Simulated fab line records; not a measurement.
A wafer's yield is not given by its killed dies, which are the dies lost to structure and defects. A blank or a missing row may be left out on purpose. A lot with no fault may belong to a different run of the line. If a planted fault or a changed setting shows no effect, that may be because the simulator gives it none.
Struck lot and sound lot, side by side :: flow sky130 :: 42 out of 708 route steps
Sound: the wafers L248.1, L248.2, L248.3. Wafers L259.1, L259.2, L259.3 were the ones struck. At the end, the cause is stated.
Per side, at each step with rows, come the tool, then ch with its chambers, and then its first start. Under that, the readings that differ: sound wafers :: struck wafers :: difference of the means :: sigmas: that difference in standard deviations of wafers without a fault.
alike: words and numbers the same on both sides, and readings whose means are apart by under 2 such deviations; not compared: readings that were withheld, readings missing a value for some wafer, numbers with overlapping values and no deviation given by the record, and bounds like >300 which may hide the same value.
The two part at a step that has a row with sigmas, a row that says differs or no value, or rows on one side only. Numbers that don't overlap but have no deviation are shown without sigmas and don't part them. A reading that every wafer of one side lacks parts them only if that side has two wafers or more.

SKY_NWELL_RS_MEAS_31: uses a four-point probe to measure.
  sound: film metro-01 at day 8 01:28; struck: film metro-04 at day 10 11:22
reading: PWDE_RS (ohm/sq)
sound: 5272 5312 5286
struck: 5253 5241 5244
difference: -44
sigmas: -2
then, 7 steps without rows for these wafers: SKY_VT_ADJUST_HVTP_DEHYDRATE_00 (time 60 s); SKY_VT_ADJUST_HVTP_HMDS_01 (prime time 60 s); SKY_VT_ADJUST_HVTP_COAT_02 (resist thk 1140 nm); SKY_VT_ADJUST_HVTP_SOFTBAKE_03 (time 60 s); SKY_VT_ADJUST_HVTP_EXPOSE_04 (exposes mask HVTPM, target cd 380 nm); SKY_VT_ADJUST_HVTP_PEB_05; SKY_VT_ADJUST_HVTP_DEVELOP_06 (develop time 60 s).
SKY_VT_ADJUST_HVTP_CD_MEAS_07 targets a cd of 380 nm.
  sound: cd sem-02 at day 8 22:07; struck: cd sem-02 at day 11 10:43
  alike: cd nm
SKY_VT_ADJUST_HVTP_OVL_MEAS_08:
  sound: overlay-02 at day 8 22:14; struck: overlay-02 at day 11 10:50
  alike: VT_ADJUST_HVTP_OVL
next, for these wafers, 1 step has no rows: SKY_VT_ADJUST_HVTP_IMPLANT_09.
SKY_VT_ADJUST_HVTP_STRIP_10: strips in O2/N2.
  sound on plasma asher-03 ch 0,1, day 8 22:26; struck on plasma asher-03 ch 0,1, day 11 11:02
  alike: drypump motor current A, n2 flow sccm, oes product au, strip time to endpoint s
  not compared: rf hours counter h
SKY_VT_ADJUST_HVTP_TW_MEAS_11:
  sound: film metro-04 at day 8 22:32; struck: film metro-03 at day 11 11:08
  alike: VT_ADJUST_HVTP_TW
then, 7 steps without rows for these wafers: SKY_VT_ADJUST_LVTN_DEHYDRATE_00 (time 60 s); SKY_VT_ADJUST_LVTN_HMDS_01 (prime time 60 s); SKY_VT_ADJUST_LVTN_COAT_02 (resist thk 3000 nm); SKY_VT_ADJUST_LVTN_SOFTBAKE_03; SKY_VT_ADJUST_LVTN_EXPOSE_04 (exposes mask NWM COMPLEMENT LESS NATIVE, target cd 840 nm); SKY_VT_ADJUST_LVTN_PEB_05; SKY_VT_ADJUST_LVTN_DEVELOP_06 (develop time 60 s).
SKY_VT_ADJUST_LVTN_OVL_MEAS_07:
  sound: overlay-02 at day 9 19:37; struck: overlay-01 at day 12 10:22
  alike: VT_ADJUST_LVTN_OVL
next, for these wafers, 1 step has no rows: SKY_VT_ADJUST_LVTN_IMPLANT_08.
SKY_VT_ADJUST_LVTN_STRIP_09: strips in O2/N2.
  sound on plasma asher-04 ch 0,1, day 9 19:49; struck on plasma asher-03 ch 0,1, day 12 10:34
reading: drypump motor current A (A)
sound: 6.0 5.8 6.0
struck: 5.8 4.9 4.9
difference: -0.7
sigmas: -2
  alike: n2 flow sccm, oes product au, strip time to endpoint s
  not compared: rf hours counter h
SKY_VT_ADJUST_LVTN_TW_MEAS_10:
  sound: film metro-03 at day 9 19:55; struck: film metro-03 at day 12 10:40
  alike: VT_ADJUST_LVTN_TW
then, 7 steps without rows for these wafers: SKY_VT_ADJUST_LVTN_DEHYDRATE_11 (time 60 s); SKY_VT_ADJUST_LVTN_HMDS_12 (prime time 60 s); SKY_VT_ADJUST_LVTN_COAT_13 (resist thk 1140 nm); SKY_VT_ADJUST_LVTN_SOFTBAKE_14 (time 60 s); SKY_VT_ADJUST_LVTN_EXPOSE_15 (exposes mask HVN STD DERIVED, target cd 600 nm); SKY_VT_ADJUST_LVTN_PEB_16; SKY_VT_ADJUST_LVTN_DEVELOP_17 (develop time 60 s).
SKY_VT_ADJUST_LVTN_OVL_MEAS_18:
  sound: overlay-01 at day 10 17:43; struck: overlay-01 at day 13 11:14
  alike: VT_ADJUST_LVTN_01_OVL
next, for these wafers, 1 step has no rows: SKY_VT_ADJUST_LVTN_IMPLANT_19.
SKY_VT_ADJUST_LVTN_STRIP_20: strips in O2/N2.
  sound on plasma asher-02 ch 0,1, day 10 17:55; struck on plasma asher-04 ch 0,1, day 13 11:25
  alike: drypump motor current A, n2 flow sccm, oes product au, strip time to endpoint s
  not compared: rf hours counter h
SKY_VT_ADJUST_LVTN_TW_MEAS_21:
  sound: film metro-03 at day 10 18:01; struck: film metro-03 at day 13 11:31
  alike: VT_ADJUST_LVTN_2_TW
then, 6 steps without rows for these wafers: SKY_VT_ADJUST_NCORE_DEHYDRATE_00 (time 60 s); SKY_VT_ADJUST_NCORE_HMDS_01 (prime time 60 s); SKY_VT_ADJUST_NCORE_COAT_02 (resist thk 1140 nm); SKY_VT_ADJUST_NCORE_SOFTBAKE_03 (time 60 s); SKY_VT_ADJUST_NCORE_EXPOSE_04 (exposes mask LVTN COMPLEMENT THIN, target cd 380 nm); SKY_VT_ADJUST_NCORE_PEB_05.
-- the record jumps here: 37 days lie between the struck wafers' starts before and after (it left off in module VT_ADJUST_NCORE and takes up again in module PAD_OPEN, whose first step shown is number 708 of the route) --
SKY_PAD_OPEN_PROBE_99:
  only the struck wafers here have rows in the record (prober-01, day 50 11:58); the sound ones have none

WHERE THEY PART
First at SKY_NWELL_RS_MEAS_31; last, within this record, at SKY_PAD_OPEN_PROBE_99.

WHY: whatever the simulator had introduced
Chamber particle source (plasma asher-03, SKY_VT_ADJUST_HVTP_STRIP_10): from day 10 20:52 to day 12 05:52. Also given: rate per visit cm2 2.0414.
